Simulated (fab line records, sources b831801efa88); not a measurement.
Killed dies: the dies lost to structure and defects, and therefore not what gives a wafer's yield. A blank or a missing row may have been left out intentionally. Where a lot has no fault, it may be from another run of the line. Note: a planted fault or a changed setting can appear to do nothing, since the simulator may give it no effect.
fab line records	flow sky130
record lots=6	wafers=18	last-day=50
route steps=708 shown PWDE@53 NWELL@56 PAD_OPEN@708
lots that met no fault: from a run of the same line without faults
start-h: hours from the record's first day to the start of the lot's first wafer shown	wait-h: hours since the lot's step before	" repeats the value in the row above	L1.1+2: one row covering several wafers at once	- no value present, or no start provided	* or withheld: withheld	< > ~ a bound
route shown NAME@n: names a module that has steps shown in the file, with the first one's number in the route	usual: mean/standard deviation of fault-free wafers	same: alike in all rows	chamber/n: place in a boat	sites: per-site readings	_std_site: the values' standard deviation	_edge_site: mean of outer sites minus mean of inner sites	radius-mm: for every site, how far away it sits from the centre of the wafer	mask NAME#n: copy n	behind: the last tool/chamber to shape the wafer	hold: why the lot was held/for how many hours/how that ended	device: the transistor (n, p or np) that didn't switch	end of line: the route-end tests of the same wafers	a step without rows: its recipe alone	killed: not the wafer's yield, but the dies lost to structure and defects at the first sort	map: a wafer's dies, marking killed ones x, the rest . and places with no die _
set.NAME: setting as actually run; set.NAME@STEP: the setting as run at that earlier step	model.NAME: the simulator's own value behind a step, which no gauge read
lots at some steps of the route; a table a step, a row a wafer
services: a tool's chamber out of use, with start hour (start-h, from the record's first day; less than 0 if before it), hours out, and reason
## steps
# step SKY_PWDE_IMPLANT_08
# recipe species=B	energy-kev=150	dose-cm2=3.6e+12	tilt-deg=withheld
# step SKY_PWDE_STRIP_09
# recipe chemistry=O2/N2	power-w=1400	pressure-mtorr=1500	platen-temp-c=withheld	o2-flow-sccm=3000	n2-flow-sccm=300	overash-fraction=0.5
# usual drypump-motor-current-A=5.7/0.33	oes-product-au=0.722/0.0047	strip-time-to-endpoint-s=36.91/0.13
lot.wafer	tool	chamber	start-h	wait-h	drypump-motor-current-A	oes-product-au	rf-hours-counter-h	strip-time-to-endpoint-s
L755.2	plasma-asher-04	1	88.46	0.1	5.7	0.721	40	37.00
L755.3	"	1	"	"	5.7	0.726	-	36.86
L755.5	"	1	"	"	5.7	0.728	-	37.04
L756.2	plasma-asher-02	0	92.50	0.1	6.4	0.719	28	37.06
L756.4	"	1	"	"	5.9	0.724	-	36.99
L756.5	"	0	"	"	6.4	0.724	-	37.00
L765.1	plasma-asher-03	0	144.30	0.1	5.4	0.719	42	36.92
L765.3	"	0	"	"	5.4	0.716	-	36.97
L765.5	"	0	"	"	5.4	0.717	-	36.99
L769.1	plasma-asher-04	1	166.15	0.1	5.7	0.730	50	36.82
L769.2	"	0	"	"	5.5	0.717	50	36.83
L769.6	"	1	"	"	5.7	0.715	-	36.90
L771.1	plasma-asher-04	0	176.40	0.1	5.6	0.720	51	36.97
L771.2	"	1	"	"	5.7	0.720	51	36.93
L771.6	"	1	"	"	5.7	0.725	-	36.93
L773.2	plasma-asher-02	1	186.56	0.1	5.9	0.724	31	37.05
L773.3	"	1	"	"	5.9	0.721	-	37.07
L773.4	"	0	"	"	6.4	0.728	-	37.04
# step SKY_PWDE_TW_MEAS_10
# usual PWDE_TW=369.5/2.6
lot.wafer	tool	chamber	start-h	wait-h	PWDE_TW
L755.2	film-metro-02	-	88.57	0.1	369.3
L755.3	"	-	"	"	368.2
L755.5	"	-	"	"	368.1
L756.2	film-metro-01	-	92.61	0.1	373.6
L756.4	"	-	"	"	372.2
L756.5	"	-	"	"	372.7
L765.1	film-metro-01	-	144.40	0.1	369.3
L765.3	"	-	"	"	368.7
L765.5	"	-	"	"	369.7
L769.1	film-metro-01	-	166.25	0.1	367.0
L769.2	"	-	"	"	369.0
L769.6	"	-	"	"	366.7
L771.1	film-metro-02	-	176.50	0.1	367.8
L771.2	"	-	"	"	367.1
L771.6	"	-	"	"	367.8
L773.2	film-metro-01	-	186.70	0.1	370.8
L773.3	"	-	"	"	368.9
L773.4	"	-	"	"	370.3
# step SKY_NWELL_DEHYDRATE_03
# recipe temp-c=200	time-s=60
# step SKY_NWELL_HMDS_04
# recipe prime-time-s=60	prime-temp-c=120
# step SKY_NWELL_COAT_05
# recipe spin-rpm=2000	resist-thk-nm=3000
# step SKY_NWELL_SOFTBAKE_06
# recipe temp-c=110	time-s=withheld
# step SKY_NWELL_EXPOSE_07
# recipe mask-id=NWM	na=0.6	source-shape=conventional	sigma-outer=0.6	polarization=unpolarized	target-cd-nm=840	dose-mj=255
# step SKY_NWELL_PEB_08
# recipe temp-c=115	time-s=withheld
# step SKY_NWELL_DEVELOP_09
# recipe wall-angle-deg=90	developer=TMAH	develop-time-s=60	dev-temp-c=23
# step SKY_NWELL_OVL_MEAS_10
# usual NWELL_00_OVL=-0.2/1.4
lot.wafer	tool	chamber	start-h	wait-h	NWELL_00_OVL[nm]
L755.2	overlay-02	-	106.49	-	-0.4
L755.3	"	-	"	"	-0.1
L755.5	"	-	"	"	0.1
L756.2	overlay-01	-	111.00	-	-1.4
L756.4	"	-	"	"	-0.3
L756.5	"	-	"	"	0.3
L765.1	overlay-02	-	164.49	-	-4.6
L765.3	"	-	"	"	-2.2
L765.5	"	-	"	"	-1.6
L769.1	overlay-01	-	186.38	-	0.3
L769.2	"	-	"	"	2.3
L769.6	"	-	"	"	-1.3
L771.1	overlay-01	-	198.19	-	-0.2
L771.2	"	-	"	"	0.6
L771.6	"	-	"	"	0.2
L773.2	overlay-02	-	208.89	-	-1.7
L773.3	"	-	"	"	-2.8
L773.4	"	-	"	"	1.9
# step SKY_NWELL_IMPLANT_11
# recipe species=P	energy-kev=400	dose-cm2=1.9e+13	tilt-deg=withheld
# step SKY_NWELL_IMPLANT_12
# recipe species=P	energy-kev=120	dose-cm2=1.3e+12	tilt-deg=withheld
# usual beam-on-s=9.99/0.19	faraday-current-uA=7.34/0.13
lot.wafer	tool	chamber	start-h	wait-h	beam-on-s	faraday-current-uA
L755.2	implanter-01	0	106.70	0.1	9.91	7.38
L755.3	"	0	"	"	10.10	7.24
L755.5	"	0	"	"	9.96	7.34
L756.2	implanter-01	0	111.20	0.1	9.92	7.35
L756.4	"	0	"	"	10.17	7.23
L756.5	"	0	"	"	10.01	7.32
L765.1	implanter-01	0	164.68	0.1	11.45	6.36
L765.3	"	0	"	"	11.56	6.33
L765.5	"	0	"	"	11.43	6.42
L769.1	implanter-01	0	186.56	0.1	11.11	6.58
L769.2	"	0	"	"	11.62	6.28
L769.6	"	0	"	"	11.47	6.43
L771.1	implanter-03	0	198.38	0.1	10.03	7.33
L771.2	"	0	"	"	10.43	7.01
L771.6	"	0	"	"	9.90	7.36
L773.2	implanter-03	0	209.10	0.1	10.18	7.24
L773.3	"	0	"	"	10.55	6.99
L773.4	"	0	"	"	9.81	7.46
# step SKY_NWELL_IMPLANT_13
# recipe species=P	energy-kev=50	dose-cm2=7e+11	tilt-deg=withheld
# step SKY_PAD_OPEN_PROBE_99
# usual killed_at_M0_to_M3=44/8.6	killed_at_M4_up=3.4/1.9	killed-at-contacts=23/5.7	killed-at-front-end=15/4.5	killed-at-other=0.4/0.62	killed-dies=86/11	killed-open=46/7.6	killed-short=39/6.3
# same gross-dies=492	killed-at-back-side=0
lot.wafer	tool	chamber	start-h	wait-h	killed_at_M0_to_M3	killed_at_M4_up	killed-at-contacts	killed-at-front-end	killed-at-other	killed-dies	killed-open	killed-short	model.etest.pfet_01v8_lvt.drive-ua-um	model.etest.pfet-g5v0d10v5.off-log10-a-um	model.etest.pfet_01v8_lvt.off-log10-a-um	model.etest.pfet-g5v0d10v5.vt-sat-v	model.etest.pfet_16v.vt-v	model.etest.pfet-g5v0d10v5.vt-v	model.etest.pfet-g5v0d10v5.vt-long-v	model.etest.pfet_01v8_lvt.vt-sat-v
L755.2	prober-01	-	1106.48	0.1	51	8	24	21	0	104	58	45	174.2	-12.57	-8.838	-0.6215	-1.094	-0.8165	-0.9278	-0.4391
L755.3	prober-01	-	1106.53	0.2	50	4	22	18	0	94	50	43	173.1	-12.66	-8.782	-0.6439	-1.08	-0.8353	-0.9126	-0.4446
L755.5	prober-01	-	1106.63	0.2	48	4	13	21	1	87	48	39	173.7	-12.57	-8.641	-0.6442	-1.088	-0.8368	-0.9252	-0.4381
L756.2	prober-01	-	1117.03	0.1	54	4	26	14	1	99	58	40	171.9	-12.7	-8.728	-0.6379	-1.096	-0.8331	-0.9232	-0.4393
L756.4	prober-01	-	1117.13	0.2	47	4	17	17	1	86	45	41	174.1	-12.79	-8.952	-0.6408	-1.087	-0.8314	-0.9163	-0.4333
L756.5	prober-01	-	1117.18	0.2	45	3	25	8	0	81	38	42	172.5	-12.43	-8.952	-0.6275	-1.092	-0.8231	-0.9204	-0.4444
L765.1	prober-02	-	1174.29	0.1	43	2	28	11	0	84	48	36	166.1	-13.38	-9.121	-0.7118	-1.153	-0.8807	-0.9724	-0.4789
L765.3	prober-02	-	1174.39	0.2	47	2	42	8	0	99	56	43	166	-13.3	-9.303	-0.708	-1.16	-0.8775	-0.9743	-0.483
L765.5	prober-02	-	1174.49	0.2	35	3	27	14	0	79	42	34	167.3	-13.17	-9.324	-0.7157	-1.152	-0.8877	-0.972	-0.4784
L769.1	prober-01	-	1180.14	0.1	61	2	24	13	0	100	49	51	168.4	-13.4	-9.636	-0.714	-1.175	-0.8862	-0.9954	-0.5054
L769.2	prober-01	-	1180.19	0.1	61	3	28	20	0	112	66	46	170.2	-13.4	-9.61	-0.7478	-1.166	-0.9216	-0.9878	-0.4984
L769.6	prober-01	-	1180.39	0.2	30	7	19	20	1	77	44	33	168.1	-13.24	-9.802	-0.7044	-1.176	-0.8822	-1.003	-0.5119
L771.1	prober-01	-	1189.34	0.1	38	2	20	13	1	74	40	32	171.5	-12.32	-8.868	-0.6095	-1.081	-0.8152	-0.9155	-0.4247
L771.2	prober-01	-	1189.39	0.1	49	3	25	11	1	89	54	35	174.1	-12.03	-8.802	-0.5854	-1.075	-0.796	-0.9071	-0.4193
L771.6	prober-01	-	1189.59	0.2	66	3	31	11	0	111	63	48	171.9	-12.02	-8.699	-0.5924	-1.078	-0.8065	-0.9137	-0.427
L773.2	prober-01	-	1194.97	0.1	45	5	18	17	0	85	52	33	178.2	-12.15	-8.809	-0.5938	-1.093	-0.8014	-0.928	-0.4263
L773.3	prober-01	-	1195.02	0.2	39	3	22	13	1	78	43	34	178.1	-12.38	-8.857	-0.6042	-1.088	-0.8074	-0.9188	-0.4279
L773.4	prober-01	-	1195.07	0.2	33	2	15	10	1	61	34	27	174.9	-12.38	-8.839	-0.6125	-1.095	-0.8181	-0.9247	-0.4281
# killed by level:class
L755.2 VIA1:geometric-particle:open=15 CONTACT:geometric-particle:open=9 FIELD_ISO:geometric-particle:open=8 METAL1:geometric-particle:short=8 LI_CONTACT:geometric-particle:open=6 VIA1:geometric-particle:short=6 VIA3:geometric-particle:open=6 METAL4:geometric-particle:short=5
L755.3 VIA3:geometric-particle:open=9 METAL2:geometric-particle:short=8 VIA2:geometric-particle:open=8 CONTACT:geometric-particle:open=8 METAL1:geometric-particle:short=8 LI_CONTACT:geometric-particle:open=7 VIA3:geometric-particle:short=6 VIA1:geometric-particle:open=5
L755.5 FIELD_ISO:geometric-particle:open=8 VIA1:geometric-particle:open=8 METAL1:geometric-particle:short=7 VIA3:geometric-particle:open=7 CONTACT:geometric-particle:open=6 VIA1:geometric-particle:short=5 METAL2:geometric-particle:short=4 LI_CONTACT:geometric-particle:open=4
L756.2 VIA1:geometric-particle:open=17 CONTACT:geometric-particle:open=8 VIA2:geometric-particle:open=7 LOCAL_INTERCONNECT:geometric-particle:short=6 CONTACT:geometric-particle:short=5 VIA3:geometric-particle:open=5 VIA1:geometric-particle:short=5 METAL2:geometric-particle:short=5
L756.4 VIA1:geometric-particle:open=10 VIA3:geometric-particle:open=8 VIA1:geometric-particle:short=8 METAL1:geometric-particle:short=7 FIELD_ISO:geometric-particle:open=6 POLY_GATE:geometric-particle:open=5 METAL3:geometric-particle:short=5 CONTACT:geometric-particle:short=4
L756.5 VIA1:geometric-particle:open=9 LI_CONTACT:geometric-particle:open=7 METAL1:geometric-particle:short=6 METAL2:geometric-particle:short=6 VIA3:geometric-particle:open=6 LOCAL_INTERCONNECT:geometric-particle:short=5 CONTACT:geometric-particle:short=5 VIA2:geometric-particle:open=5
L765.1 VIA3:geometric-particle:open=13 VIA2:geometric-particle:open=10 CONTACT:geometric-particle:short=8 CONTACT:geometric-particle:open=7 LI_CONTACT:geometric-particle:open=6 METAL2:geometric-particle:short=4 LOCAL_INTERCONNECT:geometric-particle:short=4 VIA1:geometric-particle:open=4
L765.3 VIA1:geometric-particle:open=11 CONTACT:geometric-particle:open=10 VIA2:geometric-particle:open=10 LI_CONTACT:geometric-particle:short=9 VIA3:geometric-particle:open=8 CONTACT:geometric-particle:short=7 METAL2:geometric-particle:short=7 LOCAL_INTERCONNECT:geometric-particle:short=6
L765.5 CONTACT:geometric-particle:open=10 VIA3:geometric-particle:open=8 POLY_GATE:geometric-particle:short=5 LI_CONTACT:geometric-particle:short=5 LI_CONTACT:geometric-particle:open=5 VIA2:geometric-particle:open=5 VIA1:geometric-particle:open=5 POLY_GATE:geometric-particle:open=4
L769.1 VIA3:geometric-particle:open=12 METAL1:geometric-particle:short=8 VIA1:geometric-particle:open=8 LI_CONTACT:geometric-particle:open=7 METAL2:geometric-particle:short=6 VIA1:geometric-particle:short=6 CONTACT:geometric-particle:open=5 METAL3:geometric-particle:short=5
L769.2 VIA1:geometric-particle:open=20 CONTACT:geometric-particle:open=15 VIA2:geometric-particle:open=9 VIA3:geometric-particle:open=8 VIA2:geometric-particle:short=6 FIELD_ISO:geometric-particle:open=5 POLY_GATE:geometric-particle:open=5 LI_CONTACT:geometric-particle:short=5
L769.6 VIA2:geometric-particle:open=11 CONTACT:geometric-particle:open=9 CONTACT:geometric-particle:short=7 POLY_GATE:geometric-particle:open=5 METAL2:geometric-particle:short=5 FIELD_ISO:geometric-particle:open=4 FIELD_ISO:geometric-particle:short=4 METAL4:geometric-particle:short=4
L771.1 LI_CONTACT:geometric-particle:open=7 VIA3:geometric-particle:open=7 METAL2:geometric-particle:short=6 VIA1:geometric-particle:open=6 VIA2:geometric-particle:open=6 LOCAL_INTERCONNECT:geometric-particle:short=5 CONTACT:geometric-particle:open=5 METAL1:geometric-particle:short=3
L771.2 VIA1:geometric-particle:open=13 CONTACT:geometric-particle:open=13 VIA2:geometric-particle:open=8 VIA3:geometric-particle:open=7 VIA1:geometric-particle:short=6 CONTACT:geometric-particle:short=5 FIELD_ISO:geometric-particle:short=4 LI_CONTACT:geometric-particle:open=4
L771.6 VIA1:geometric-particle:open=20 CONTACT:geometric-particle:open=12 VIA3:geometric-particle:open=10 LOCAL_INTERCONNECT:geometric-particle:short=7 VIA1:geometric-particle:short=6 VIA2:geometric-particle:open=6 CONTACT:geometric-particle:short=5 METAL1:geometric-particle:short=5
L773.2 VIA1:geometric-particle:open=11 VIA2:geometric-particle:open=9 LI_CONTACT:geometric-particle:open=8 METAL3:geometric-particle:short=6 POLY_GATE:geometric-particle:open=5 METAL2:geometric-particle:short=5 FIELD_ISO:geometric-particle:open=4 METAL1:geometric-particle:short=4
L773.3 CONTACT:geometric-particle:open=9 METAL1:geometric-particle:short=8 VIA1:geometric-particle:open=8 VIA2:geometric-particle:open=7 LI_CONTACT:geometric-particle:open=6 METAL2:geometric-particle:short=6 POLY_GATE:geometric-particle:short=5 VIA2:geometric-particle:short=4
L773.4 LI_CONTACT:geometric-particle:open=5 METAL1:geometric-particle:short=5 METAL2:geometric-particle:short=5 CONTACT:geometric-particle:short=4 CONTACT:geometric-particle:open=4 METAL1:geometric-particle:open=4 VIA1:geometric-particle:open=4 VIA2:geometric-particle:open=4
## services
tool	chamber	start-h	hours	kind
implanter-03	-	77.77	5.6	pm
implanter-01	-	81.94	2.0	repair
plasma-asher-02	-	109.33	1.5	repair
plasma-asher-02	-	122.32	58.8	repair
implanter-03	-	150.08	0.6	repair
implanter-01	-	159.29	1.2	repair
plasma-asher-04	-	187.11	1.5	repair
plasma-asher-03	-	208.25	1.2	repair
## key
first-sign step=SKY_NWELL_IMPLANT_12	reading=beam-on-s	direction=up	sigmas=7.7	usual=9.99	struck=11.44
effect step=SKY_NWELL_IMPLANT_12	reading=faraday-current-uA	direction=down	sigmas=7	usual=7.34	struck=6.40
model-effect step=SKY_PAD_OPEN_PROBE_99	value=etest.pfet_01v8_lvt.drive-ua-um	without=172.2	struck=167.7
met-at SKY_NWELL_IMPLANT_12
struck-wafers L765.1,L765.3,L765.5,L769.1,L769.2,L769.6
tester-left-out L765,L769
onset-between 111.20 164.68
fault kind=process-parameter-drift	tool=implanter-01	chamber=-	onset-h=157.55	steps=SKY_NWELL_IMPLANT_12	channel=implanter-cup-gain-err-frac	offset=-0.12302	shape=step	end-h=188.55
# tester-left-out: of these lots the tester's yield and bins aren't shown, on N5 and GAA mostly nor the transistor test; their killed dies are dies lost to structure and defects alone, not to doping, threshold or leakage, so they don't give the yield
